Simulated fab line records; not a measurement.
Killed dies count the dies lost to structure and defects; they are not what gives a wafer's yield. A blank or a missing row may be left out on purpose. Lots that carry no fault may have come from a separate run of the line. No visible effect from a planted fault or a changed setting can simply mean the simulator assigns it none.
Which tool did it? | flow sky130 | 29 wafers from 10 lots sampled at 6 of the route's 708 steps

## WHAT EACH GAUGE READ, for each wafer
SKY_VIA3_BOW_MEAS_03. Usual: VIA3_BOW 80 um, standard deviation 7.3.
lot  | measured     | on            | VIA3_BOW (um) | flag
L683 | day 38 06:41 | film-metro-03 | 90 92 89      |
L684 | day 38 18:37 | film-metro-03 | 81 71 71      |
L686 | day 40 04:44 | film-metro-04 | 84 78 72      |
L685 | day 40 08:17 | film-metro-03 | 86 88 70      |
L688 | day 40 08:37 | film-metro-03 | 91 79 99      |
L689 | day 40 11:42 | film-metro-03 | 82 89 83      |
L690 | day 40 17:46 | film-metro-02 | 86 78 84      |
L697 | day 42 17:17 | film-metro-03 | 75 90 - -     |
L702 | day 44 06:50 | film-metro-02 | 71 83 81      |
L706 | day 44 21:18 | film-metro-02 | 82 79 71      |

SKY_CAP2M_RS_MEAS_03: a four-point-probe measurement. Usual: CAP2M_TIN_RS 6.88 ohm/sq, standard deviation 0.061.
lot  | measured     | on            | CAP2M_TIN_RS (ohm/sq) | flag
L683 | day 39 09:21 | film-metro-01 | 6.85 6.93 6.87        |
L684 | day 39 21:11 | film-metro-02 | 6.95 6.99 6.95        |
L686 | day 41 08:04 | film-metro-04 | 6.91 6.88 6.88        |
L685 | day 41 10:13 | film-metro-02 | 6.95 6.90 6.91        |
L688 | day 41 11:17 | film-metro-01 | 6.78 6.79 6.81        |
L689 | day 41 13:49 | film-metro-04 | 6.93 6.96 6.92        |
L690 | day 41 19:02 | film-metro-02 | 6.91 6.86 6.86        |
L697 | day 43 18:02 | film-metro-02 | 6.92 6.91             |
L702 | day 45 06:35 | film-metro-01 | 6.80 6.77 6.72        |
L706 | day 45 20:17 | film-metro-04 | 6.87 6.94 6.92        |

## WHICH TOOL RAN EACH LOT (tool, then ch and the chambers of the sampled wafers, then the start)
lot  | SKY_POLY_CUT_ETCH_11               | SKY_POLY_CUT_STRIP_12                | SKY_VIA3_CMP_02               | SKY_VIA3_ETCH_15
L683 | rie-diel-01 ch 0,2,3, day 23 21:19 | plasma-asher-01 ch 0,1, day 23 21:22 | cmp-01 ch 1,2,3, day 38 06:23 | rie-diel-03 ch 1,2,3, day 39 07:41
L684 | rie-diel-04 ch 2,3, day 24 12:47   | plasma-asher-02 ch 0,1, day 24 12:50 | cmp-01 ch 0,3, day 38 18:19   | rie-diel-02 ch 0,1,3, day 39 19:29
L686 | rie-diel-04 ch 0,1, day 26 04:25   | plasma-asher-02 ch 0,1, day 26 04:28 | cmp-02 ch 1,3, day 40 04:26   | rie-diel-01 ch 1,3, day 41 06:22
L685 | rie-diel-01 ch 0,2, day 26 04:32   | plasma-asher-04 ch 0,1, day 26 04:35 | cmp-02 ch 0,2, day 40 07:58   | rie-diel-03 ch 0,3, day 41 08:32
L688 | rie-diel-04 ch 0,2,3, day 26 04:52 | plasma-asher-02 ch 0,1, day 26 04:54 | cmp-02 ch 0,2,3, day 40 08:17 | rie-diel-02 ch 0,1,3, day 41 09:34
L689 | rie-diel-03 ch 0,1,3, day 26 13:26 | plasma-asher-01 ch 0,1, day 26 13:29 | cmp-02 ch 0,1,3, day 40 11:24 | rie-diel-03 ch 0,1,2, day 41 11:59
L690 | rie-diel-04 ch 1,3, day 26 18:34   | plasma-asher-02 ch 0,1, day 26 18:37 | cmp-01 ch 1,3, day 40 17:31   | rie-diel-03 ch 0,1, day 41 17:18
L697 | rie-diel-01 ch 1,3, day 29 03:17   | plasma-asher-04 ch 0,1, day 29 03:22 | cmp-01 ch 2,3, day 42 17:06   | rie-diel-01 ch 1,2, day 43 16:20
L702 | rie-diel-01 ch 0,2,3, day 31 02:43 | plasma-asher-02 ch 0,1, day 31 02:46 | cmp-02 ch 0,1,3, day 44 06:32 | rie-diel-01 ch 1,2,3, day 45 04:53
L706 | rie-diel-03 ch 0,2,3, day 31 23:16 | plasma-asher-04 ch 0,1, day 31 23:19 | cmp-02 ch 0,2, day 44 21:02   | rie-diel-03 ch 1,2,3, day 45 18:36
- SKY_POLY_CUT_ETCH_11: etches Si3N4 in CF4/CH2F2/Ar, stops on poly-Si, time 42.5 s, target depth 60 nm.
- SKY_POLY_CUT_STRIP_12: strips in O2/N2.
- SKY_VIA3_CMP_02: polishes SiO2.
- SKY_VIA3_ETCH_15: etches SiO2 in C4F8/O2/Ar, stops on TiN, target depth 507 nm, time 78 s.

## AS READ BY THE TOOLS THEMSELVES (means over the sampled wafers that have a number; for cases with no such wafer, the mark the record gives instead)
SKY_POLY_CUT_ETCH_11. Usual: cf4-flow-sccm 39.99 sccm, standard deviation 0.12; drypump-motor-current-A 5.9 A, standard deviation 0.43; mfc-ar-sccm 150.1 sccm, standard deviation 0.47; oes-product-au 0.829 a.u., standard deviation 0.0058; throttle-valve-pct 14.995 %, standard deviation 0.0089.
lot  | tool        | cf4-flow-sccm (sccm) | drypump-motor-current-A (A) | mfc-ar-sccm (sccm) | oes-product-au (a.u.) | throttle-valve-pct (%) | flag
L683 | rie-diel-01 | 40.10                | 6.0                         | 150.2              | 0.823                 | 14.995                 |
L684 | rie-diel-04 | 39.99                | 6.0                         | 150.2              | 0.825                 | 14.993                 |
L686 | rie-diel-04 | 39.87                | 6.3                         | 150.2              | 0.828                 | 14.993                 |
L685 | rie-diel-01 | 40.04                | 5.9                         | 149.9              | 0.832                 | 14.994                 |
L688 | rie-diel-04 | 39.94                | 6.3                         | 149.9              | 0.820                 | 14.999                 |
L689 | rie-diel-03 | 40.09                | 5.8                         | 150.0              | 0.826                 | 14.988                 |
L690 | rie-diel-04 | 39.93                | 6.3                         | 150.7              | 0.831                 | 14.999                 |
L697 | rie-diel-01 | 39.95                | 5.5                         | 149.9              | 0.826                 | 14.997                 |
L702 | rie-diel-01 | 40.02                | 5.9                         | 150.0              | 0.834                 | 14.994                 |
L706 | rie-diel-03 | 40.03                | 5.7                         | 150.0              | 0.823                 | 14.999                 |

SKY_POLY_CUT_STRIP_12. Usual: drypump-motor-current-A 5.7 A, standard deviation 0.52; oes-product-au 0.452 a.u., standard deviation 0.0044; strip-time-to-endpoint-s 5.365 s, standard deviation 0.019.
lot  | tool            | drypump-motor-current-A (A) | oes-product-au (a.u.) | strip-time-to-endpoint-s (s) | flag
L683 | plasma-asher-01 | 5.7                         | 0.452                 | 5.363                        |
L684 | plasma-asher-02 | 5.7                         | 0.449                 | 5.353                        |
L686 | plasma-asher-02 | 5.5                         | 0.455                 | 5.368                        |
L685 | plasma-asher-04 | 5.4                         | 0.449                 | 5.359                        |
L688 | plasma-asher-02 | 5.4                         | 0.451                 | 5.337                        |
L689 | plasma-asher-01 | 6.2                         | 0.451                 | 5.339                        |
L690 | plasma-asher-02 | 5.7                         | 0.449                 | 5.366                        |
L697 | plasma-asher-04 | 5.7                         | 0.454                 | 5.400                        |
L702 | plasma-asher-02 | 5.4                         | 0.447                 | 5.338                        |
L706 | plasma-asher-04 | 5.8                         | 0.451                 | 5.355                        |

SKY_VIA3_CMP_02. Usual: motor-current-A 11.8 A, standard deviation 1.1; retaining-ring-pressure-frac 1.000, standard deviation 0.0049.
lot  | tool   | motor-current-A (A) | retaining-ring-pressure-frac | flag
L683 | cmp-01 | 11.8                | 0.994                        |
L684 | cmp-01 | 11.1                | 1.004                        |
L686 | cmp-02 | 11.9                | 1.003                        |
L685 | cmp-02 | 12.0                | 1.003                        |
L688 | cmp-02 | 11.8                | 1.004                        |
L689 | cmp-02 | 12.0                | 0.998                        |
L690 | cmp-01 | 12.9                | 0.999                        |
L697 | cmp-01 | 10.8                | 0.999                        |
L702 | cmp-02 | 12.6                | 0.998                        |
L706 | cmp-02 | 12.1                | 1.006                        |

SKY_VIA3_ETCH_15. Usual: 0.947 a.u. for oes-product-au, sd 0.0046.
lot  | tool        | oes-product-au (a.u.) | flag
L683 | rie-diel-03 | 0.946                 |
L684 | rie-diel-02 | 0.949                 |
L686 | rie-diel-01 | 0.944                 |
L685 | rie-diel-03 | 0.945                 |
L688 | rie-diel-02 | 0.945                 |
L689 | rie-diel-03 | 0.943                 |
L690 | rie-diel-03 | 0.950                 |
L697 | rie-diel-01 | 0.970                 | OFF
L702 | rie-diel-01 | 0.948                 |
L706 | rie-diel-03 | 0.946                 |

## THE ANSWER, worked out from the rows above alone
Rule: lot off if the mean of its wafers having a number is beyond 3 standard deviations from the usual mean. Also off: a lot with no number at a reading for which 4 or more lots have one. All remaining lots with rows at the step are treated as sound. The gauges are gone through in route order, then the tools' own readings, and for those a lot's mean is taken as printed above. At the first step where some lot is off, the reading lying furthest off is the one used; lots without a number count as furthest.
Off: L697, at SKY_VIA3_ETCH_15 (oes-product-au).
A tool fits if, at that step or a process step before it, it ran every lot that is off, and no sound lot after the first of them. One fits: cmp-01 at SKY_VIA3_CMP_02. A fault onset in the window from L690 (day 40 17:31, its last sound lot) to L697 (day 42 17:06, its first lot off) fits.

## WHAT THE SIMULATOR PUT IN
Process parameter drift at SKY_VIA3_CMP_02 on cmp-01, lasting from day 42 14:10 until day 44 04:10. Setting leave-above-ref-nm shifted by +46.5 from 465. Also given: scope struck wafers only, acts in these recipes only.
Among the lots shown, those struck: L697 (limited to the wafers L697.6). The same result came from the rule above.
